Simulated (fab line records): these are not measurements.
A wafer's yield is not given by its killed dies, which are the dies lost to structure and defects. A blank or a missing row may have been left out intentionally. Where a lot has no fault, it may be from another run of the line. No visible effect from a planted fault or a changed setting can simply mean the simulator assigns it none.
Comparing a struck lot with a sound one + flow sky130 + 16 steps out of a route of 708
Sound: wafers L446.1, L446.4, L446.5. The struck wafers were L453.2, L453.4, L453.5. Last of all comes the cause.
Per side, at each step with rows, come the tool, then ch with its chambers, and then its first start. Under that, the readings that differ: sound wafers + struck wafers + difference of the means + sigmas: that difference in standard deviations of wafers without a fault.
alike: readings with means less than 2 such deviations apart, plus words and numbers identical on both sides. not compared: withheld readings, readings lacking a value on some wafer, bounds such as >300 that could conceal the same value, and numbers that have no deviation in the record and whose values overlap.
Wherever a step has rows on one side only, a row that says differs or no value, or a row with sigmas, the two part there. Non-overlapping numbers with no deviation appear without sigmas and do not part them. A reading missing from all wafers of one side parts the sides only when that side holds two or more wafers.

SKY_FIELD_ISO_THK_MEAS_02:
  sound on filmMetro-03, day 1 17:42; struck on filmMetro-04, day 3 04:29
  alike: FIELD_ISO_OXIDATION_00_THK
then, 1 step without rows for these wafers: SKY_FIELD_ISO_CVD_03 (deposits Si3N4 from DCS/NH3, target thk 165 nm, time 2830 s).
SKY_FIELD_ISO_THK_MEAS_04:
  sound on filmMetro-02, day 1 20:38; struck on filmMetro-02, day 3 07:18
| reading                   | sound             | struck            | difference | sigmas |
|---------------------------|-------------------|-------------------|------------|--------|
| FIELD_ISO_CVD_03_THK (nm) | 163.9 163.4 164.3 | 168.1 169.0 167.6 | +4.4       | +3     |
then, 8 steps without rows for these wafers: SKY_FIELD_ISO_DEHYDRATE_05 (time 60 s); SKY_FIELD_ISO_HMDS_06 (prime time 60 s); SKY_FIELD_ISO_COAT_07 (resist thk 60 nm); SKY_FIELD_ISO_COAT_08 (resist thk 450 nm); SKY_FIELD_ISO_SOFTBAKE_09 (time 90 s); SKY_FIELD_ISO_EXPOSE_10 (exposes mask FOM, target cd 150 nm); SKY_FIELD_ISO_PEB_11; SKY_FIELD_ISO_DEVELOP_12 (develop time 60 s).
SKY_FIELD_ISO_CD_MEAS_13: target cd 150 nm.
  sound on cdSem-02, day 2 11:34; struck on cdSem-01, day 3 23:04
  alike: cdNm
SKY_FIELD_ISO_ETCH_14: etches BARC in N2/H2, stops on SiO2, time 45.9 s, target depth 60 nm.
  sound on rieDiel-04 ch 0,1,3, day 2 11:41; struck on rieDiel-04 ch 0,1,3, day 3 23:10
| reading                                         | sound             | struck            | difference | sigmas |
|-------------------------------------------------|-------------------|-------------------|------------|--------|
| oesProductAu (a.u.)                             | 0.858 0.854 0.868 | 0.746 0.750 0.752 | -0.111     | -23    |
| runLengthS (s)                                  | 74.0 74.3 74.1    | 87.1 86.5 86.9    | +12.7      | +32    |
| model.KrF-thick_of_FIELD_ISO_COAT_08.thkNm (nm) | 391 393.7 392.1   | 378.1 378.3 378.2 | -14.1      |        |
  alike: drypumpMotorCurrentA, n2FlowSccm, rfFwdPowerW, throttleValvePct
  not compared: rfHoursCounterH
SKY_FIELD_ISO_ETCH_15: etches the open film in CHF3/O2, stops on Si, target depth 180 nm, time 72 s.
  sound on rieDiel-04 ch 0,1,3, day 2 11:44; struck on rieDiel-04 ch 0,1,3, day 3 23:13
| reading                                         | sound             | struck            | difference | sigmas |
|-------------------------------------------------|-------------------|-------------------|------------|--------|
| oesProductAu (a.u.)                             | 0.933 0.944 0.948 | 0.957 0.958 0.956 | +0.015     | +2     |
| model.KrF-thick_of_FIELD_ISO_COAT_08.thkNm (nm) | 230.8 238.7 235.5 | 223.7 219.3 219   | -14.3      |        |
  alike: O2_flow_sccm, drypumpMotorCurrentA, rfFwdPowerW, runLengthS, throttleValvePct
  not compared: rfHoursCounterH
SKY_FIELD_ISO_STRIP_16: strips in O2/N2.
  sound on plasmaAsher-03 ch 0,1, day 2 11:47; struck on plasmaAsher-03 ch 0,1, day 3 23:16
| reading                  | sound          | struck         | difference | sigmas |
|--------------------------|----------------|----------------|------------|--------|
| stripTimeToEndpointS (s) | 3.48 3.58 3.54 | 3.41 3.38 3.36 | -0.15      | -4     |
  alike: drypumpMotorCurrentA, n2FlowSccm, o2FlowSccm, oesProductAu
  not compared: rfHoursCounterH
SKY_FIELD_ISO_ETCH_17: etches Si in HBr/Cl2/O2, target depth 342 nm, time 97.7 s.
  sound on rieSi-02 ch 0,1,2, day 2 11:53; struck on rieSi-01 ch 0,1,3, day 3 23:22
  alike: O2_flow_sccm, drypumpMotorCurrentA, oesProductAu, rfFwdPowerW, runLengthS, throttleValvePct
  not compared: rfHoursCounterH

== WHERE THEY PART ==
At SKY_FIELD_ISO_THK_MEAS_04 first; at SKY_FIELD_ISO_STRIP_16 last (within this record only). Later steps at which nothing parts them and some readings are alike: SKY_FIELD_ISO_ETCH_17.

WHY: whatever the simulator had introduced
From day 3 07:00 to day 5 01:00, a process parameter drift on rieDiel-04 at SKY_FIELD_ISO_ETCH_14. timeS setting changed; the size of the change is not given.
